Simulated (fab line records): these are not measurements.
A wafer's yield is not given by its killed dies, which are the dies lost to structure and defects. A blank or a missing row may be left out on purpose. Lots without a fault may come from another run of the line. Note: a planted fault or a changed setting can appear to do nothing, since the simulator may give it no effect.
Which tool did it? :: flow gf180mcu :: 15 lots with 45 wafers sampled at 5 steps, on a route of 602 steps

## WHAT THE GAUGES SHOWED, per wafer
GF_STI_THK_MEAS_24. Usual: STI_CVD_23_THK gives 652 nm (standard deviation 6.8).
lot: L920
measured: day 2 06:09
on: film_metro-01
STI_CVD_23_THK (nm): 649 658 650
flag: 

lot: L921
measured: day 2 09:52
on: film_metro-03
STI_CVD_23_THK (nm): 643 636 641
flag: 

lot: L922
measured: day 2 13:53
on: film_metro-03
STI_CVD_23_THK (nm): 654 643 660
flag: 

lot: L925
measured: day 3 06:02
on: film_metro-04
STI_CVD_23_THK (nm): 651 654 650
flag: 

lot: L926
measured: day 3 11:10
on: film_metro-03
STI_CVD_23_THK (nm): 654 654 656
flag: 

lot: L927
measured: day 3 15:36
on: film_metro-03
STI_CVD_23_THK (nm): 655 665 655
flag: 

lot: L928
measured: day 3 20:12
on: film_metro-01
STI_CVD_23_THK (nm): 653 655 655
flag: 

lot: L929
measured: day 4 01:32
on: film_metro-03
STI_CVD_23_THK (nm): 650 654 661
flag: 

lot: L930
measured: day 4 06:11
on: film_metro-03
STI_CVD_23_THK (nm): 661 656 660
flag: 

lot: L935
measured: day 5 11:35
on: film_metro-01
STI_CVD_23_THK (nm): 638 643 649
flag: 

lot: L936
measured: day 5 13:36
on: film_metro-03
STI_CVD_23_THK (nm): 661 658 650
flag: 

lot: L937
measured: day 5 19:01
on: film_metro-04
STI_CVD_23_THK (nm): 654 655 648
flag: 

lot: L939
measured: day 6 05:26
on: film_metro-03
STI_CVD_23_THK (nm): 653 650 649
flag: 

lot: L941
measured: day 6 14:56
on: film_metro-04
STI_CVD_23_THK (nm): 650 643 660
flag: 

lot: L943
measured: day 7 01:55
on: film_metro-03
STI_CVD_23_THK (nm): 652 648 640
flag: 

GF_VT_IMPLANT_OVL_MEAS_40. Usual: VT_IMPLANT_03_OVL gives -1.1 nm (standard deviation 1.6).
lot: L920
measured: day 7 16:12
on: overlay-02
VT_IMPLANT_03_OVL (nm): 0.1 -0.2 1.5
flag: 

lot: L921
measured: day 7 20:39
on: overlay-02
VT_IMPLANT_03_OVL (nm): -0.9 0.2 -1.5
flag: 

lot: L922
measured: day 8 01:11
on: overlay-01
VT_IMPLANT_03_OVL (nm): -3.2 -4.4 -2.6
flag: 

lot: L925
measured: day 9 00:14
on: overlay-02
VT_IMPLANT_03_OVL (nm): -1.7 -0.7 -1.2
flag: 

lot: L926
measured: day 9 07:34
on: overlay-02
VT_IMPLANT_03_OVL (nm): -0.7 -3.4 -2.6
flag: 

lot: L927
measured: day 9 12:02
on: overlay-01
VT_IMPLANT_03_OVL (nm): -2.4 -0.5 -0.9
flag: 

lot: L928
measured: day 9 17:43
on: overlay-02
VT_IMPLANT_03_OVL (nm): -3.0 -0.8 -2.4
flag: 

lot: L929
measured: day 10 01:13
on: overlay-02
VT_IMPLANT_03_OVL (nm): -112.5 -112.4 -112.3
flag: OFF

lot: L930
measured: day 10 06:41
on: overlay-01
VT_IMPLANT_03_OVL (nm): -2.9 -2.3 -2.3
flag: 

lot: L935
measured: day 11 21:41
on: overlay-01
VT_IMPLANT_03_OVL (nm): -108.2 -108.0 -109.6
flag: OFF

lot: L936
measured: day 11 23:02
on: overlay-01
VT_IMPLANT_03_OVL (nm): -110.3 -107.7 -106.8
flag: OFF

lot: L937
measured: day 12 09:14
on: overlay-02
VT_IMPLANT_03_OVL (nm): -110.0 -109.9 -110.4
flag: OFF

lot: L939
measured: day 12 19:34
on: overlay-01
VT_IMPLANT_03_OVL (nm): -1.2 -2.0 0.3
flag: 

lot: L941
measured: day 13 06:14
on: overlay-01
VT_IMPLANT_03_OVL (nm): 0.1 0.1 -1.7
flag: 

lot: L943
measured: day 13 21:36
on: overlay-01
VT_IMPLANT_03_OVL (nm): 0.1 1.5 1.9
flag: 

GF_POLY_GATE_CD_MEAS_10 targets a cd of 280 nm. Usual: cd_nm reads 280.7 nm (standard deviation 0.94).
lot: L920
measured: day 9 07:59
on: cd_sem-01
cd_nm (nm): 281.1 280.0 280.6
flag: 

lot: L921
measured: day 9 12:23
on: cd_sem-02
cd_nm (nm): 282.0 281.7 282.5
flag: 

lot: L922
measured: day 9 16:59
on: cd_sem-01
cd_nm (nm): 279.8 281.4 281.1
flag: 

lot: L925
measured: day 10 23:23
on: cd_sem-01
cd_nm (nm): 281.2 281.1 282.4
flag: 

lot: L926
measured: day 11 08:01
on: cd_sem-02
cd_nm (nm): 281.3 280.8 280.2
flag: 

lot: L927
measured: day 11 07:50
on: cd_sem-01
cd_nm (nm): 282.3 281.6 283.4
flag: 

lot: L928
measured: day 11 17:42
on: cd_sem-01
cd_nm (nm): 280.4 280.6 281.0
flag: 

lot: L929
measured: day 11 23:55
on: cd_sem-01
cd_nm (nm): 280.3 281.2 280.7
flag: 

lot: L930
measured: day 12 06:08
on: cd_sem-01
cd_nm (nm): 279.8 279.0 280.3
flag: 

lot: L935
measured: day 13 18:35
on: cd_sem-01
cd_nm (nm): 279.4 279.9 279.7
flag: 

lot: L936
measured: day 13 23:20
on: cd_sem-01
cd_nm (nm): 280.6 281.0 280.3
flag: 

lot: L937
measured: day 14 09:07
on: cd_sem-02
cd_nm (nm): 281.8 281.3 281.6
flag: 

lot: L939
measured: day 14 18:05
on: cd_sem-01
cd_nm (nm): 281.9 282.1 282.8
flag: 

lot: L941
measured: day 15 07:03
on: cd_sem-01
cd_nm (nm): 280.2 279.8 279.4
flag: 

lot: L943
measured: day 15 22:35
on: cd_sem-02
cd_nm (nm): 280.9 280.1 280.4
flag: 

GF_POLY_GATE_CD_MEAS_18. Usual: cd_nm reads 281.3 nm (standard deviation 1.6).
lot: L920
measured: day 9 13:17
on: cd_sem-02
cd_nm (nm): 282.3 277.7 279.7
flag: 

lot: L921
measured: day 9 20:04
on: cd_sem-01
cd_nm (nm): 282.1 281.8 282.8
flag: 

lot: L922
measured: day 9 20:07
on: cd_sem-02
cd_nm (nm): 281.8 282.0 282.6
flag: 

lot: L925
measured: day 11 01:10
on: cd_sem-01
cd_nm (nm): 281.5 280.4 281.5
flag: 

lot: L926
measured: day 11 10:47
on: cd_sem-01
cd_nm (nm): 283.7 284.1 280.4
flag: 

lot: L927
measured: day 11 09:33
on: cd_sem-01
cd_nm (nm): 282.9 281.3 283.8
flag: 

lot: L928
measured: day 11 19:35
on: cd_sem-01
cd_nm (nm): 280.8 278.5 280.3
flag: 

lot: L929
measured: day 12 04:10
on: cd_sem-01
cd_nm (nm): 282.2 283.0 283.5
flag: 

lot: L930
measured: day 12 08:20
on: cd_sem-02
cd_nm (nm): 279.4 279.7 280.3
flag: 

lot: L935
measured: day 13 20:19
on: cd_sem-02
cd_nm (nm): 279.0 279.6 279.4
flag: 

lot: L936
measured: day 14 01:31
on: cd_sem-01
cd_nm (nm): 280.4 284.1 279.6
flag: 

lot: L937
measured: day 14 10:53
on: cd_sem-02
cd_nm (nm): 280.6 283.0 279.7
flag: 

lot: L939
measured: day 14 20:50
on: cd_sem-02
cd_nm (nm): 283.2 281.8 283.7
flag: 

lot: L941
measured: day 15 08:47
on: cd_sem-01
cd_nm (nm): 280.0 279.0 278.7
flag: 

lot: L943
measured: day 16 00:23
on: cd_sem-02
cd_nm (nm): 283.4 282.4 280.5
flag: 

## WHICH TOOL RAN EACH LOT (tool, then ch and the chambers of the sampled wafers, then the start)
lot: L920
GF_VT_IMPLANT_EXPOSE_37: iline_stepper-01 ch 0, day 7 08:25

lot: L921
GF_VT_IMPLANT_EXPOSE_37: iline_stepper-01 ch 0, day 7 12:32

lot: L922
GF_VT_IMPLANT_EXPOSE_37: iline_stepper-01 ch 0, day 7 17:10

lot: L925
GF_VT_IMPLANT_EXPOSE_37: iline_stepper-02 ch 0, day 8 16:20

lot: L926
GF_VT_IMPLANT_EXPOSE_37: iline_stepper-02 ch 0, day 8 23:25

lot: L927
GF_VT_IMPLANT_EXPOSE_37: iline_stepper-01 ch 0, day 9 03:52

lot: L928
GF_VT_IMPLANT_EXPOSE_37: iline_stepper-01 ch 0, day 9 09:47

lot: L929
GF_VT_IMPLANT_EXPOSE_37: iline_stepper-01 ch 0, day 9 17:07

lot: L930
GF_VT_IMPLANT_EXPOSE_37: iline_stepper-02 ch 0, day 9 22:46

lot: L935
GF_VT_IMPLANT_EXPOSE_37: iline_stepper-01 ch 0, day 11 12:01

lot: L936
GF_VT_IMPLANT_EXPOSE_37: iline_stepper-01 ch 0, day 11 13:27

lot: L937
GF_VT_IMPLANT_EXPOSE_37: iline_stepper-01 ch 0, day 11 23:49

lot: L939
GF_VT_IMPLANT_EXPOSE_37: iline_stepper-02 ch 0, day 12 09:49

lot: L941
GF_VT_IMPLANT_EXPOSE_37: iline_stepper-02 ch 0, day 12 20:56

lot: L943
GF_VT_IMPLANT_EXPOSE_37: iline_stepper-02 ch 0, day 13 11:22
- GF_VT_IMPLANT_EXPOSE_37: exposes mask Nwell HV AREA, target cd 860 nm.

## AS READ BY THE TOOLS THEMSELVES (means over the sampled wafers that have a number; for cases with no such wafer, the mark the record gives instead)
The record holds no such reading with a usual standard deviation.

## THE ANSWER, worked out from the rows above alone
Rule: a lot is off if the mean of its wafers that have a number lies more than 3 standard deviations from the usual mean. A lot without any number at a reading at which 4 lots or more have one is off too. Any other lot the step has rows for is counted as sound. The gauges are gone through in route order, then the tools' own readings, and for those a lot's mean is taken as printed above. The first step at which some lot is off is used, and at that step the reading that is off furthest; a lot without a number counts as furthest.
Off: L929, L935, L936, L937, seen at GF_VT_IMPLANT_OVL_MEAS_40 (VT_IMPLANT_03_OVL).
If a tool, at a process step before that reading, ran all the lots that are off and no sound lot after the first of them, it fits. Gauges at GF_VT_IMPLANT_OVL_MEAS_40: tried the same way as those tools. One fits: iline_stepper-01 at GF_VT_IMPLANT_EXPOSE_37. Its last sound lot is L928 (day 9 09:47), its first lot that is off L929 (day 9 17:07): a fault that began between those two fits.

## WHAT HAD BEEN PUT IN BY THE SIMULATOR
Scanner matching overlay: iline_stepper-01, from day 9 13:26 on, at GF_VT_IMPLANT_EXPOSE_37. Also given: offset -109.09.
Lots struck among those shown: L929, L935, L936, L937. The rule above found the same.
